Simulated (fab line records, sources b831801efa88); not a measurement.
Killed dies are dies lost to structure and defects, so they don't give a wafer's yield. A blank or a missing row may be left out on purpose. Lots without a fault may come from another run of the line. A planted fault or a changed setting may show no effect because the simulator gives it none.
Which tool did it? | flow gf180mcu | 13 lots, 39 wafers sampled, at 5 steps of a route of 602

WHAT THE GAUGES READ, wafer by wafer
GF_CONTACT_THK_MEAS_01. Usual: CONTACT_CVD_00_THK 301 nm, standard deviation 3.6.
lot  | measured     | on            | CONTACT_CVD_00_THK (nm) | flag
L417 | day 15 11:02 | film_metro-01 | 307 300 304             |
L421 | day 16 23:17 | film_metro-01 | 306 306 303             |
L422 | day 17 08:43 | film_metro-02 | 295 297 296             |
L429 | day 20 00:22 | film_metro-04 | 297 299 300             |
L431 | day 20 10:15 | film_metro-04 | 298 296 299             |
L432 | day 21 02:58 | film_metro-01 | 301 306 301             |
L433 | day 21 06:17 | film_metro-04 | 306 306 306             |
L434 | day 21 17:40 | film_metro-01 | 301 302 299             |
L435 | day 22 00:36 | film_metro-04 | 302 305 297             |
L436 | day 22 03:39 | film_metro-04 | 302 300 298             |
L437 | day 22 13:34 | film_metro-02 | 297 294 297             |
L438 | day 22 22:10 | film_metro-02 | 301 299 303             |
L439 | day 23 09:10 | film_metro-04 | 303 298 300             |

GF_M1_CD_MEAS_14: target cd 230 nm. Usual: cd_nm 229.8 nm, standard deviation 1.3.
lot  | measured     | on        | cd_nm (nm)        | flag
L417 | day 17 09:17 | cd_sem-02 | 229.5 229.3 229.6 |
L421 | day 19 01:31 | cd_sem-01 | 253.8 254.2 254.0 | OFF
L422 | day 19 11:05 | cd_sem-01 | 252.2 253.4 253.9 | OFF
L429 | day 22 02:43 | cd_sem-01 | 228.7 228.6 227.9 |
L431 | day 22 11:46 | cd_sem-02 | 227.7 229.7 228.9 |
L432 | day 23 03:20 | cd_sem-02 | 230.2 233.5 231.6 |
L433 | day 23 06:47 | cd_sem-01 | 228.8 230.2 229.2 |
L434 | day 23 18:14 | cd_sem-02 | 230.5 229.6 230.0 |
L435 | day 24 00:26 | cd_sem-01 | 228.7 229.6 229.1 |
L436 | day 24 03:35 | cd_sem-02 | 231.0 231.9 231.1 |
L437 | day 24 12:17 | cd_sem-01 | 231.2 231.0 230.5 |
L438 | day 24 20:19 | cd_sem-02 | 227.6 228.9 228.1 |
L439 | day 25 08:02 | cd_sem-01 | 229.4 230.3 230.6 |

GF_V1_BOW_MEAS_05. Usual: V1_BOW 84 um, standard deviation 8.3.
lot  | measured     | on            | V1_BOW (um) | flag
L417 | day 17 10:44 | film_metro-02 | 83 88 81    |
L421 | day 19 02:53 | film_metro-02 | 90 74 84    |
L422 | day 19 12:28 | film_metro-02 | 76 93 73    |
L429 | day 22 04:06 | film_metro-02 | 97 84 102   |
L431 | day 22 13:08 | film_metro-02 | 83 86 92    |
L432 | day 23 04:43 | film_metro-03 | 91 95 91    |
L433 | day 23 08:12 | film_metro-02 | 81 93 87    |
L434 | day 23 19:41 | film_metro-02 | 76 81 69    |
L435 | day 24 01:49 | film_metro-03 | 74 85 75    |
L436 | day 24 04:58 | film_metro-01 | 85 94 81    |
L437 | day 24 13:41 | film_metro-01 | 81 93 87    |
L438 | day 24 21:41 | film_metro-03 | 96 94 85    |
L439 | day 25 09:25 | film_metro-01 | 109 93 91   |

GF_V1_CD_MEAS_14: target cd 260 nm. Usual: cd_nm 259.9 nm, standard deviation 1.3.
lot  | measured     | on        | cd_nm (nm)        | flag
L417 | day 18 10:07 | cd_sem-02 | 258.6 259.6 259.2 |
L421 | day 20 03:36 | cd_sem-01 | 260.4 259.6 259.7 |
L422 | day 20 13:23 | cd_sem-01 | 261.3 261.7 262.7 |
L429 | day 23 03:03 | cd_sem-01 | 260.4 259.5 259.7 |
L431 | day 23 12:02 | cd_sem-01 | 259.6 260.3 260.2 |
L432 | day 24 03:02 | cd_sem-01 | 260.8 262.2 261.5 |
L433 | day 24 05:56 | cd_sem-01 | 261.2 261.1 261.0 |
L434 | day 24 17:46 | cd_sem-02 | 261.7 261.4 260.9 |
L435 | day 24 22:50 | cd_sem-01 | 262.1 260.4 261.0 |
L436 | day 25 03:02 | cd_sem-02 | 259.2 256.4 257.2 |
L437 | day 25 11:52 | cd_sem-02 | 260.1 258.7 260.0 |
L438 | day 25 19:00 | cd_sem-02 | 258.5 258.6 259.4 |
L439 | day 26 07:55 | cd_sem-01 | 259.8 259.3 259.6 |

WHICH TOOL RAN EACH LOT (tool, then ch and the chambers of the sampled wafers, then the start)
lot  | GF_M1_PEB_12
L417 | litho_track-04 ch 0, day 17 08:57
L421 | litho_track-02 ch 0, day 19 01:10
L422 | litho_track-02 ch 0, day 19 10:44
L429 | litho_track-04 ch 0, day 22 02:22
L431 | litho_track-02 ch 0, day 22 11:18
L432 | litho_track-01 ch 0, day 23 02:59
L433 | litho_track-01 ch 0, day 23 06:26
L434 | litho_track-02 ch 0, day 23 17:54
L435 | litho_track-04 ch 0, day 24 00:05
L436 | litho_track-01 ch 0, day 24 03:14
L437 | litho_track-01 ch 0, day 24 11:57
L438 | litho_track-01 ch 0, day 24 19:58
L439 | litho_track-02 ch 0, day 25 07:41
- GF_M1_PEB_12: peb time 90 s.

WHAT THE TOOLS THEMSELVES READ (means of the sampled wafers that have a number; where no wafer has one, the mark that the record gives instead)
GF_M1_PEB_12. Usual: exhaust_pa 44.9 Pa, standard deviation 0.75; heater_power_total_W 85.71 W, standard deviation 0.085; plate_temp_C 135.02 C, standard deviation 0.14.
lot  | tool           | exhaust_pa (Pa) | heater_power_total_W (W) | plate_temp_C (C) | flag
L417 | litho_track-04 | 45.5            | 85.69                    | 134.93           |
L421 | litho_track-02 | 44.9            | 80.27                    | 128.43           | OFF
L422 | litho_track-02 | 44.4            | 80.15                    | 128.40           | OFF
L429 | litho_track-04 | 45.0            | 85.65                    | 135.05           |
L431 | litho_track-02 | 44.6            | 85.67                    | 134.91           |
L432 | litho_track-01 | 44.7            | 85.79                    | 135.09           |
L433 | litho_track-01 | 45.1            | 85.68                    | 135.01           |
L434 | litho_track-02 | 45.2            | 85.71                    | 134.88           |
L435 | litho_track-04 | 45.3            | 85.72                    | 135.10           |
L436 | litho_track-01 | 45.6            | 85.70                    | 135.07           |
L437 | litho_track-01 | 43.7            | 85.68                    | 135.13           |
L438 | litho_track-01 | 45.4            | 85.78                    | 135.17           |
L439 | litho_track-02 | 44.4            | 85.67                    | 135.16           |

THE ANSWER, worked out from the rows above alone
Rule: a lot is off if the mean of its wafers that have a number lies more than 3 standard deviations from the usual mean. A lot without any number at a reading at which 4 lots or more have one is off too. The other lots that the step has rows for count as sound. The gauges are gone through in route order, then the tools' own readings, and for those a lot's mean is taken as printed above. The first step at which some lot is off is used, and at that step the reading that is off furthest; a lot without a number counts as furthest.
Off: L421, L422, at GF_M1_CD_MEAS_14 (cd_nm).
A tool fits if, at a process step before that reading, it ran every lot that is off, and no sound lot after the first of them. The gauges at GF_M1_CD_MEAS_14 aren't tried: what is off there is off at GF_M1_PEB_12 too, on other tools, and a gauge's error can't cause that. None of those tried fits.

WHAT THE SIMULATOR HAD PUT IN
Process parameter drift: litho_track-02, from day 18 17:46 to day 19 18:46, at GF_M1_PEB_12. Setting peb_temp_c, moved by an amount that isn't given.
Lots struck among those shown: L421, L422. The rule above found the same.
